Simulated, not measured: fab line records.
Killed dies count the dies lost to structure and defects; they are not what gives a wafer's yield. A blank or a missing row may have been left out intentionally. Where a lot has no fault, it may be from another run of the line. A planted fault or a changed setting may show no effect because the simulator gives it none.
Code-filled problem report in 8D (eight disciplines) form | flow sfqLine | the parts of the form that need people (team, actions taken, sign-off) are left out

## 1. THE PROBLEM
Wafers without a fault read 200.0 nm, standard deviation 0.96; thkNm at SFQ_TRILAYER_I3_METRO_MEASURE_083 reads a mean of 502.2 nm on 9 wafers belonging to 3 lots. So: +99 or more standard deviations from the usual mean.
First seen on wafer L885.2, day 32 19:10, on filmMetro-04. Wafers with a number at this step in the record: 45, from 15 lots. Rule for "out", or "out of limits": more than 4 standard deviations from the usual mean. Any other wafer with a number is counted as sound.

## 2. WHAT IT IS AND WHAT IT IS NOT
question                    | is                         | is not
which readings at this step | thkNm                      | -
which lots                  | L885, L886, L887           | L884, L894, L895, L897, L898, L900, L901, L902, L903, L904, L905, L906
which wafers of those lots  | all that have a number     | -
read on which tools         | filmMetro-03, filmMetro-04 | filmMetro-01
when                        | from day 32 19:10          | up to then (3 sound wafers); but 33 sound wafers of L894, L895, L897, L898, L900, L901, L902, L903, L904, L905, L906 came after

## 3. THE SUSPECTS, EACH WITH WHAT RULES IT OUT
Counting: a tool at any process step up to the reading remains a suspect when it ran all the lots that are out and ran no sound lot after the first of those.
- cmp-01 at SFQ_TRILAYER_I3_CMP_CMP_082 (polishes SiO2): ruled out as a lasting fault. Following L885 (day 32 15:50), the first lot on it that is out, the sound lots L894, L895, L897, L898, L900, L903, L904 were run on it.
Left after counting: nothing in the record.

## 4. THE CAUSE (what the simulator had put in)
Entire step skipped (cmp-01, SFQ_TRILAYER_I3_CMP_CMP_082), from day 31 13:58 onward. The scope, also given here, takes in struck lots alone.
Counting ruled it out, wrongly: the rule takes a fault to strike every lot that its tool runs from its start on, and this one did not.

## 5. THE CHAIN OF EFFECTS, in route order
Each row: a reading whose mean over the struck wafers that have a number lies more than 3 standard deviations from the usual. Scope: only readings with a usual standard deviation given in the record; hours: median across lots of the time from each lot's start at the first step in this table that gives one to its start at this step; sigmas: change in usual standard deviations.
hours | step                                  | reading      | usual      | on struck wafers | change | sigmas
0     | SFQ_TRILAYER_I3_METRO_MEASURE_083     | thkNm        | 200.0 nm   | 502.2            | +302.2 | +99 or more
131   | SFQ_TRILAYER_I3_VIA_ETCH_VIA_ETCH_088 | oesProductAu | 0.854 a.u. | 1.620            | +0.766 | +99 or more
Process steps it contains:
- SFQ_TRILAYER_I3_METRO_MEASURE_083
- SFQ_TRILAYER_I3_VIA_ETCH_VIA_ETCH_088: etches SiO2 in CHF3, stops on Nb, target depth 260 nm.
Readings that are blank on the struck wafers while sound wafers have them: edgeZonePressureFrac at SFQ_TRILAYER_I3_CMP_CMP_082; headPressurePsi at SFQ_TRILAYER_I3_CMP_CMP_082; motorCurrentA at SFQ_TRILAYER_I3_CMP_CMP_082; timeToEndpointS at SFQ_TRILAYER_I3_CMP_CMP_082.

## 6. HOW IT WOULD HAVE BEEN CAUGHT EARLIER
In this record no reading fell out of limits until day 32 19:10, 29 hours after the fault had begun at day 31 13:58.
At SFQ_TRILAYER_I3_CMP_CMP_082 the tool's readings are blank on the struck wafers, where sound wafers have them: an empty tool record is the first sign, and it was there at once.
